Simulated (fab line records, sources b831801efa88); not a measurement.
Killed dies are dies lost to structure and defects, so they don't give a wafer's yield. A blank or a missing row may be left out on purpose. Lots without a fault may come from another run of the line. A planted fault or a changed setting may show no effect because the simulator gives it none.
Tool commonality check | flow gf180mcu | 14 lots, 42 wafers sampled

WHY IT WAS OPENED
At GF_MVPSD_TW_MEAS_11 the reading MVPSD_TW is flagged on 2 of 14 lots. Wafers without a fault read 554, standard deviation 3.6.
Rule: a lot is flagged when every wafer of it that has a number lies more than 4 standard deviations from that mean, or none has a number. The other lots count as sound.

lot  | measured     | on            | MVPSD_TW, wafer by wafer | flag
L216 | day 5 00:25  | film_metro-01 | 554 557 556              |
L218 | day 5 14:04  | film_metro-04 | 551 551 551              |
L219 | day 5 19:22  | film_metro-04 | 550 550 552              |
L220 | day 6 01:28  | film_metro-04 | 550 549 548              |
L221 | day 6 07:40  | film_metro-01 | 559 557 557              |
L223 | day 6 17:55  | film_metro-02 | 30 30 31                 | FLAGGED
L224 | day 7 00:58  | film_metro-04 | 30 30 30                 | FLAGGED
L231 | day 8 17:08  | film_metro-02 | 559 558 558              |
L232 | day 9 00:54  | film_metro-02 | 560 560 560              |
L234 | day 9 18:10  | film_metro-04 | 554 554 553              |
L235 | day 9 18:37  | film_metro-01 | 557 559 560              |
L236 | day 10 00:34 | film_metro-01 | 557 560 558              |
L237 | day 10 06:46 | film_metro-01 | 556 557 557              |
L239 | day 10 19:16 | film_metro-04 | 551 552 550              |
The numbers of the flagged lots are 30 on average: -524 against the usual, or -99 or more standard deviations.

WHICH TOOL RAN EACH LOT
The record holds 2 process steps before the reading, out of a route of 602 steps. In each cell: the tool, then ch and the chambers that the sampled wafers went through, then the start.
lot  | flag    | GF_MVSD_STRIP_10                     | GF_MVPSD_STRIP_10
L216 |         | plasma_asher-01 ch 0, day 4 09:46    | plasma_asher-02 ch 0,1, day 5 00:18
L218 |         | plasma_asher-04 ch 0,1, day 4 23:40  | plasma_asher-03 ch 0,1, day 5 13:58
L219 |         | plasma_asher-02 ch 0, day 5 04:58    | plasma_asher-03 ch 0,1, day 5 19:15
L220 |         | plasma_asher-01 ch 1, day 5 10:34    | plasma_asher-02 ch 0,1, day 6 01:22
L221 |         | plasma_asher-01 ch 0,1, day 5 16:04  | plasma_asher-02 ch 0,1, day 6 07:34
L223 | FLAGGED | plasma_asher-02 ch 0,1, day 6 02:44  | plasma_asher-03 ch 0,1, day 6 17:50
L224 | FLAGGED | plasma_asher-04 ch 0,1, day 6 08:36  | plasma_asher-01 ch 0,1, day 7 00:53
L231 |         | plasma_asher-02 ch 0,1, day 8 00:27  | plasma_asher-01 ch 0,1, day 8 17:04
L232 |         | plasma_asher-01 ch 0,1, day 8 08:07  | plasma_asher-03 ch 0,1, day 9 00:48
L234 |         | plasma_asher-02 ch 0,1, day 9 00:37  | plasma_asher-03 ch 0,1, day 9 18:04
L235 |         | plasma_asher-04 ch 0,1, day 9 00:58  | plasma_asher-03 ch 0,1, day 9 18:31
L236 |         | plasma_asher-04 ch 0,1, day 9 06:19  | plasma_asher-01 ch 0,1, day 10 00:28
L237 |         | plasma_asher-02 ch 1, day 9 12:43    | plasma_asher-02 ch 0,1, day 10 06:40
L239 |         | plasma_asher-04 ch 0,1, day 10 00:40 | plasma_asher-02 ch 0,1, day 10 19:10
What these steps do:
- GF_MVSD_STRIP_10: strips in O2/N2.
- GF_MVPSD_STRIP_10: strips in O2/N2.
- GF_MVPSD_TW_MEAS_11

FLAGGED OVER TOTAL, TOOL BY TOOL (the gauges that took the reading come last)
step                | tool            | lots run | flagged | share of the flagged lots | sound lots run after its first flagged lot
GF_MVSD_STRIP_10    | plasma_asher-01 | 4        | 0       | none                      | -
GF_MVSD_STRIP_10    | plasma_asher-02 | 5        | 1       | some                      | 3 (L231,L234,L237)
GF_MVSD_STRIP_10    | plasma_asher-04 | 5        | 1       | some                      | 3 (L235,L236,L239)
GF_MVPSD_STRIP_10   | plasma_asher-01 | 3        | 1       | some                      | 2 (L231,L236)
GF_MVPSD_STRIP_10   | plasma_asher-02 | 5        | 0       | none                      | -
GF_MVPSD_STRIP_10   | plasma_asher-03 | 6        | 1       | some                      | 3 (L232,L234,L235)
GF_MVPSD_TW_MEAS_11 | film_metro-01   | 5        | 0       | none                      | -
GF_MVPSD_TW_MEAS_11 | film_metro-02   | 3        | 1       | some                      | 2 (L231,L232)
GF_MVPSD_TW_MEAS_11 | film_metro-04   | 6        | 1       | some                      | 2 (L234,L239)

WHAT THE TABLE ALLOWS
No row of the table ran every flagged lot.

WHAT THE SIMULATOR HAD PUT IN
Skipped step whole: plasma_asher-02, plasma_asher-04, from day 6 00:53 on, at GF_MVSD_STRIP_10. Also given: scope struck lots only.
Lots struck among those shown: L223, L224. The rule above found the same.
